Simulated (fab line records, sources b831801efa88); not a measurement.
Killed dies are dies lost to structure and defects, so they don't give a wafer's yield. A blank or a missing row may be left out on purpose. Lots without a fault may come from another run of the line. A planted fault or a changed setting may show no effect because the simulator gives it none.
fab line records | flow sky130
record lots=10 wafers=30 last_day=51
route steps=708 shown VIA2@519 METAL3@536 CAPM@539
lots that met no fault: from a run of the same line without faults
start_h: hours from the record's first day to the start of the lot's first wafer shown | wait_h: hours since the lot's step before | " the same as in the row above | L1.1+2: a row that stands for several wafers | - no value, or no start given | * or withheld: withheld | < > ~ a bound
route shown NAME@n: a module of which the file shows steps, and the number in the route of the first | usual: mean/standard deviation of fault-free wafers | same: alike in all rows | chamber/n: place in a boat | sites: the reading at each site | _std_site: their standard deviation | _edge_site: outer sites' mean less inner sites' | radius_mm: how far each site lies from the wafer's centre | mask NAME#n: copy n | behind: the tool/chamber that last shaped the wafer | hold: why the lot was held/for how many hours/how that ended | device: the transistor (n, p or np) that didn't switch | end of line: the same wafers' tests at the end of the route | a step without rows: its recipe alone | killed: dies lost to structure and defects at the first sort, not the wafer's yield | map: a wafer's dies, x killed, . not, _ none there
set.NAME: the setting as run; set.NAME@STEP: as run at that earlier step | model.NAME: the simulator's own value behind a step, which no gauge read
steps of the route over a sample of lots; a table a step, a row a wafer
services: from which hour (start_h, from the record's first day; less than 0 if before it) a tool's chamber was out of use, for how many hours, and why
## steps
# step SKY_VIA2_CD_MEAS_12
# recipe target_cd_nm=200
# usual cd_nm=200.0/1.3
# columns lot.wafer tool chamber start_h wait_h cd_nm
L604.1 cd_sem-02 - 887.40 - 199.8
L604.2 " - " " 199.0
L604.3 " - " " 200.5
L605.1 cd_sem-01 - 895.30 - 201.4
L605.3 " - " " 201.2
L605.4 " - " " 200.2
L606.1 cd_sem-02 - 897.70 - 199.3
L606.2 " - " " 199.7
L606.4 " - " " 198.6
L612.1 cd_sem-01 - 952.10 - 200.6
L612.3 " - " " 200.1
L612.6 " - " " 200.8
L613.2 cd_sem-02 - 955.47 - 202.6
L613.4 " - " " 201.7
L613.6 " - " " 202.0
L614.1 cd_sem-02 - 965.40 - 198.9
L614.2 " - " " 196.4
L614.5 " - " " 196.9
L620.1 cd_sem-01 - 1003.75 - 201.9
L620.4 " - " " 200.3
L620.5 " - " " 202.5
L621.2 cd_sem-01 - 1006.02 - 200.7
L621.3 " - " " 199.5
L621.6 " - " " 199.9
L625.1 cd_sem-02 - 1032.25 - 200.0
L625.2 " - " " 200.3
L625.4 " - " " 200.2
L626.2 cd_sem-01 - 1037.62 - 201.7
L626.3 " - " " 200.5
L626.6 " - " " 200.0
# step SKY_VIA2_OVL_MEAS_13
# usual VIA2_OVL=-1/5.6
# columns lot.wafer tool chamber start_h wait_h VIA2_OVL[nm]
L604.1 overlay-01 - 887.52 0.1 -12
L604.2 " - " " 0
L604.3 " - " " -7
L605.1 overlay-01 - 895.42 0.1 1
L605.3 " - " " 1
L605.4 " - " " -2
L606.1 overlay-01 - 897.82 0.1 6
L606.2 " - " " 7
L606.4 " - " " 1
L612.1 overlay-02 - 952.22 0.1 3
L612.3 " - " " 6
L612.6 " - " " -6
L613.2 overlay-01 - 955.58 0.1 2
L613.4 " - " " -3
L613.6 " - " " -2
L614.1 overlay-01 - 965.52 0.1 3
L614.2 " - " " 9
L614.5 " - " " 2
L620.1 overlay-01 - 1003.87 0.1 -2
L620.4 " - " " -10
L620.5 " - " " 2
L621.2 overlay-01 - 1006.13 0.1 -3
L621.3 " - " " -1
L621.6 " - " " -4
L625.1 overlay-01 - 1032.37 0.1 2
L625.2 " - " " -3
L625.4 " - " " 1
L626.2 overlay-01 - 1037.73 0.1 2
L626.3 " - " " -3
L626.6 " - " " 8
# step SKY_METAL3_SPUTTER_04
# recipe material=TiN target_thk_nm=70 power_w=6500 time_s=58.3 chamber_pressure_pa=0.4
# usual cathode_dc_power_W=6500.2/1.1 throttle_valve_pct=30.2/1.1
# columns lot.wafer tool chamber start_h wait_h cathode_dc_power_W throttle_valve_pct
L604.1 pvd_sputter-01 - 889.03 0.0 6500.7 29.7
L604.2 " - " " 6499.8 30.2
L604.3 " - " " 6498.8 30.8
L605.1 pvd_sputter-02 - 896.95 0.0 6498.6 30.7
L605.3 " - " " 6500.9 30.6
L605.4 " - " " 6499.0 29.8
L606.1 pvd_sputter-03 - 899.33 0.0 6499.9 30.2
L606.2 " - " " 6501.0 32.0
L606.4 " - " " 6499.5 29.5
L612.1 pvd_sputter-02 - 954.06 0.0 6498.2 30.7
L612.3 " - " " 6501.5 29.9
L612.6 " - " " 6501.9 32.0
L613.2 pvd_sputter-02 - 957.09 0.0 6501.9 32.1
L613.4 " - " " 6498.8 30.1
L613.6 " - " " 6500.3 29.9
L614.1 pvd_sputter-02 - 967.04 0.0 6501.6 29.9
L614.2 " - " " 6500.8 31.0
L614.5 " - " " 6500.1 30.6
L620.1 pvd_sputter-02 - 1005.39 0.0 6498.9 30.3
L620.4 " - " " 6500.4 32.0
L620.5 " - " " 6498.7 30.7
L621.2 pvd_sputter-03 - 1007.65 0.0 6499.7 29.7
L621.3 " - " " 6499.5 32.0
L621.6 " - " " 6500.8 29.3
L625.1 pvd_sputter-03 - 1033.93 0.0 6500.7 31.8
L625.2 " - " " 6499.3 29.7
L625.4 " - " " 6502.2 30.4
L626.2 pvd_sputter-02 - 1039.26 0.0 6498.5 31.1
L626.3 " - " " 6500.9 29.8
L626.6 " - " " 6498.9 29.9
# step SKY_CAPM_SPUTTER_02
# recipe material=TiN target_thk_nm=200 temp_c=300 power_w=6500 time_s=171.6 chamber_pressure_pa=0.4
# usual cathode_dc_power_W=6499.8/1.2 throttle_valve_pct=30.4/0.94
# columns lot.wafer tool chamber start_h wait_h cathode_dc_power_W throttle_valve_pct
L604.1 pvd_sputter-04 - 889.17 0.1 6501.8 30.3
L604.2 " - " " 6500.1 30.7
L604.3 " - " " 6502.7 31.1
L605.1 pvd_sputter-01 - 897.08 0.1 6498.8 30.1
L605.3 " - " " 6500.2 29.7
L605.4 " - " " 6500.2 31.1
L606.1 pvd_sputter-04 - 899.46 0.1 6500.8 30.8
L606.2 " - " " 6499.8 30.5
L606.4 " - " " 6501.1 30.7
L612.1 pvd_sputter-04 - 954.19 0.1 6500.1 30.9
L612.3 " - " " 6499.3 31.1
L612.6 " - " " 6501.7 30.7
L613.2 pvd_sputter-04 - 957.22 0.0 6090.7 30.6
L613.4 " - " " 6088.1 30.7
L613.6 " - " " 6089.6 30.9
L614.1 pvd_sputter-04 - 967.17 0.1 6088.3 30.4
L614.2 " - " " 6088.0 30.9
L614.5 " - " " 6089.5 30.5
L620.1 pvd_sputter-01 - 1005.53 0.1 6499.9 27.9
L620.4 " - " " 6501.3 30.0
L620.5 " - " " 6500.5 30.4
L621.2 pvd_sputter-02 - 1007.78 0.0 6499.2 30.8
L621.3 " - " " 6498.2 32.1
L621.6 " - " " 6499.5 29.9
L625.1 pvd_sputter-01 - 1034.06 0.1 6499.5 29.5
L625.2 " - " " 6499.0 31.0
L625.4 " - " " 6499.2 27.8
L626.2 pvd_sputter-01 - 1039.39 0.0 6499.1 30.3
L626.3 " - " " 6499.1 27.8
L626.6 " - " " 6498.9 27.8
# step SKY_CAPM_RS_MEAS_03
# recipe thk_meas_gauge=four-point-probe reads=TiN_of_CAPM_SPUTTER_02
# usual CAPM_TIN_RS=6.71/0.088
# columns lot.wafer tool chamber start_h wait_h CAPM_TIN_RS[ohm/sq]
L604.1 film_metro-02 - 889.27 0.1 6.66
L604.2 " - " " 6.58
L604.3 " - " " 6.65
L605.1 film_metro-03 - 897.19 0.1 6.90
L605.3 " - " " 6.80
L605.4 " - " " 6.71
L606.1 film_metro-03 - 899.57 0.1 6.60
L606.2 " - " " 6.72
L606.4 " - " " 6.79
L612.1 film_metro-03 - 954.30 0.1 6.65
L612.3 " - " " 6.67
L612.6 " - " " 6.58
L613.2 film_metro-04 - 957.35 0.1 7.02
L613.4 " - " " 7.08
L613.6 " - " " 7.15
L614.1 film_metro-03 - 967.39 0.1 7.03
L614.2 " - " " 7.03
L614.5 " - " " 7.07
L620.1 film_metro-04 - 1005.64 0.1 6.70
L620.4 " - " " 6.68
L620.5 " - " " 6.81
L621.2 film_metro-03 - 1007.91 0.1 6.80
L621.3 " - " " 6.81
L621.6 " - " " 6.72
L625.1 film_metro-04 - 1034.17 0.1 6.75
L625.2 " - " " 6.69
L625.4 " - " " 6.75
L626.2 film_metro-04 - 1039.52 0.1 6.81
L626.3 " - " " 6.74
L626.6 " - " " 6.79
# step SKY_CAPM_THK_MEAS_04
# recipe thk_meas_gauge=xrf reads=TiN_of_CAPM_SPUTTER_02
# usual CAPM_TIN_THK=208/3
# columns lot.wafer tool chamber start_h wait_h CAPM_TIN_THK[nm]
L604.1 film_metro-02 - 889.39 0.1 209
L604.2 " - " " 211
L604.3 " - " " 208
L605.1 film_metro-03 - 897.31 0.1 202
L605.3 " - " " 205
L605.4 " - " " 207
L606.1 film_metro-03 - 899.69 0.1 211
L606.2 " - " " 207
L606.4 " - " " 205
L612.1 film_metro-03 - 954.42 0.1 208
L612.3 " - " " 210
L612.6 " - " " 211
L613.2 film_metro-04 - 957.46 0.1 200
L613.4 " - " " 200
L613.6 " - " " 196
L614.1 film_metro-03 - 967.51 0.1 198
L614.2 " - " " 199
L614.5 " - " " 198
L620.1 film_metro-04 - 1005.76 0.1 210
L620.4 " - " " 210
L620.5 " - " " 207
L621.2 film_metro-03 - 1008.02 0.1 204
L621.3 " - " " 204
L621.6 " - " " 206
L625.1 film_metro-04 - 1034.29 0.1 207
L625.2 " - " " 209
L625.4 " - " " 206
L626.2 film_metro-04 - 1039.63 0.1 205
L626.3 " - " " 207
L626.6 " - " " 205
# step SKY_CAPM_METAL_ETCH_13
# recipe target_depth_nm=220 stop_on=SiO2 chemistry=Cl2/BCl3 target=TiN pressure_mtorr=10 icp_w=900 bias_w=48.5 Cl2_flow_sccm=60 bcl3_flow_sccm=30 time_s=62.9
# usual drypump_motor_current_A=5.7/0.49 oes_product_au=0.958/0.0087 throttle_valve_pct=21.892/0.0094
# columns lot.wafer tool chamber start_h wait_h drypump_motor_current_A oes_product_au rf_hours_counter_h throttle_valve_pct
L604.1 rie_metal-02 1 914.89 0.0 6.3 0.961 10 21.882
L604.2 " 0 " " 5.4 0.965 4 21.885
L604.3 " 0 " " 5.4 0.957 - 21.895
L605.1 rie_metal-02 0 923.67 0.0 5.3 0.942 5 21.904
L605.3 " 0 " " 5.3 0.948 - 21.895
L605.4 " 1 " " 6.3 0.956 - 21.882
L606.1 rie_metal-01 1 925.49 0.0 5.0 0.958 19 21.883
L606.2 " 1 " " 5.1 0.955 - 21.880
L606.4 " 1 " " 5.1 0.944 - 21.906
L612.1 rie_metal-03 1 979.49 0.0 6.3 0.963 1 21.905
L612.3 " 1 " " 6.4 0.955 - 21.900
L612.6 " 0 " " 5.5 0.972 - 21.891
L613.2 rie_metal-01 0 982.89 0.0 5.8 0.933 6 21.920
L613.4 " 1 " " 5.1 0.935 - 21.902
L613.6 " 0 " " 5.8 0.916 - 21.899
L614.1 rie_metal-01 1 991.97 0.0 5.1 0.936 22 21.909
L614.2 " 0 " " 5.8 0.934 7 21.919
L614.5 " 1 " " 5.1 0.935 - 21.932
L620.1 rie_metal-03 1 1029.84 0.0 6.4 0.955 4 21.889
L620.4 " 1 " " 6.4 0.955 - 21.901
L620.5 " 1 " " 6.4 0.948 - 21.892
L621.2 rie_metal-01 0 1032.07 0.0 5.8 0.955 9 21.907
L621.3 " 0 " " 5.8 0.952 - 21.903
L621.6 " 0 " " 5.8 0.950 - 21.900
L625.1 rie_metal-02 0 1057.54 0.0 5.3 0.950 11 21.887
L625.2 " 1 " " 6.3 0.964 17 21.887
L625.4 " 0 " " 5.3 0.948 - 21.888
L626.2 rie_metal-02 1 1062.77 0.0 6.3 0.952 17 21.896
L626.3 " 0 " " 5.4 0.956 - 21.900
L626.6 " 0 " " 5.4 0.951 - 21.895
## services
# columns tool chamber start_h hours kind
pvd_sputter-03 - 869.40 3.0 repair
rie_metal-01 0 898.90 26.7 repair
pvd_sputter-03 0 899.38 - consumable_replace:kit
pvd_sputter-03 0 899.38 18.0 scheduled_down
pvd_sputter-03 0 899.38 18.0 vent_cycle
rie_metal-03 1 933.95 - clean
rie_metal-03 1 933.95 16.7 scheduled_down
rie_metal-03 1 933.95 16.7 vent_cycle
pvd_sputter-04 0 958.13 - consumable_replace:kit
pvd_sputter-04 0 958.13 18.0 scheduled_down
pvd_sputter-04 0 958.13 18.0 vent_cycle
pvd_sputter-01 0 966.51 - consumable_replace:kit
pvd_sputter-01 0 966.51 18.0 scheduled_down
pvd_sputter-01 0 966.51 18.0 vent_cycle
pvd_sputter-01 - 977.75 1.7 repair
pvd_sputter-04 - 988.61 3.7 repair
rie_metal-01 - 1006.51 2.8 pm
pvd_sputter-01 - 1022.04 2.3 repair
pvd_sputter-03 3 1033.97 - consumable_replace:kit
pvd_sputter-03 3 1033.97 18.0 scheduled_down
pvd_sputter-03 3 1033.97 18.0 vent_cycle
rie_metal-01 1 1041.61 - clean
rie_metal-01 1 1041.61 19.9 scheduled_down
rie_metal-01 1 1041.61 19.9 vent_cycle
## key
first_sign step=SKY_CAPM_SPUTTER_02 reading=cathode_dc_power_W direction=down sigmas=99+ usual=6499.8 struck=6089.0
effect step=SKY_CAPM_RS_MEAS_03 reading=CAPM_TIN_RS direction=up sigmas=4.1 usual=6.71 struck=7.06
effect step=SKY_CAPM_THK_MEAS_04 reading=CAPM_TIN_THK direction=down sigmas=3 usual=208 struck=199
effect step=SKY_CAPM_METAL_ETCH_13 reading=oes_product_au direction=down sigmas=3 usual=0.958 struck=0.932
met_at SKY_CAPM_SPUTTER_02
struck_lots L613,L614
not_acting_at SKY_VIA2_CD_MEAS_12,SKY_VIA2_OVL_MEAS_13,SKY_METAL3_SPUTTER_04
onset_between 954.19 957.22
fault kind=process_parameter_drift tool=pvd_sputter-04 chamber=- onset_h=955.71 steps=SKY_CAPM_SPUTTER_02 channel=power_w offset=* shape=step end_h=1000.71 acts_in=* stated=*
